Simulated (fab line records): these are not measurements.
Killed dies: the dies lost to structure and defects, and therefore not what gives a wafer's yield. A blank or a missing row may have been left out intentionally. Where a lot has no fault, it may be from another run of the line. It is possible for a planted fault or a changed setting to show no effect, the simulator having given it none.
2 desks looking at one fault ; flow sky130 ; only its own numbers are on each desk; what lay behind them is given at the end

== FROM THE METROLOGY DESK ==
What the gauges read, lot by lot, whatever tool the lot ran on: means of the sampled wafers that have a number. If a lot's mean is further than 4 standard deviations from the usual mean, the lot is out of limits and carries the mark OUT (the distance appears in the brackets).
Columns: A = VIA3_W_RS at SKY_VIA3_RS_MEAS_22, usual 0.294 ohm/sq
lot;first seen here;A
L337;day 39 16:16;0.295
L338;day 39 17:31;0.289
L340;day 40 08:08;0.292
L341;day 40 19:01;0.288
L342;day 41 03:07;0.292
L345;day 42 22:37;0.296
L347;day 42 23:12;0.298
L348;day 42 23:34;0.293
L351;day 43 18:52;0.292
L352;day 44 04:57;0.296
L354;day 44 13:39;0.298
L357;day 45 00:59;0.291
L360;day 45 17:23;0.293
Result from this desk: across the 13 lots, nothing is out of limits.

== THE TOOL OWNER'S DESK: plasma asher-02 ==
The tool's own readings at SKY_CONTACT_STRIP_19 (strips in O2/N2): means of the sampled wafers that have a number, for each lot that ran on this tool. If a lot's mean is further than 4 standard deviations from the usual mean, the lot is out of limits and carries the mark OUT (the distance appears in the brackets).
Columns: A = drypump motor current A at SKY_CONTACT_STRIP_19, usual 5.6 A; B = oes product au at SKY_CONTACT_STRIP_19, usual 0.381 a.u.; C = strip time to endpoint s at SKY_CONTACT_STRIP_19, usual 3.62 s
lot;first seen here;A;B;C
L337;day 31 12:21;5.2;0.382;3.64
L338;day 31 15:01;5.9;0.383;3.63
L345;day 35 03:24;5.5;0.378;3.62
L348;day 35 05:22;5.5;0.385;3.68
L352;day 36 15:27;5.5;0.382;3.56
L354;day 37 02:48;5.5;0.382;3.62
L357;day 37 13:28;5.5;0.385;3.64
Result from this desk: across the 7 lots, nothing is out of limits.

== BROUGHT TOGETHER ==
At the metrology desk, nothing out of limits was observed.
The desk of the tool owner found nothing out of limits.

== WHAT WAS PUT IN BY THE SIMULATOR ==
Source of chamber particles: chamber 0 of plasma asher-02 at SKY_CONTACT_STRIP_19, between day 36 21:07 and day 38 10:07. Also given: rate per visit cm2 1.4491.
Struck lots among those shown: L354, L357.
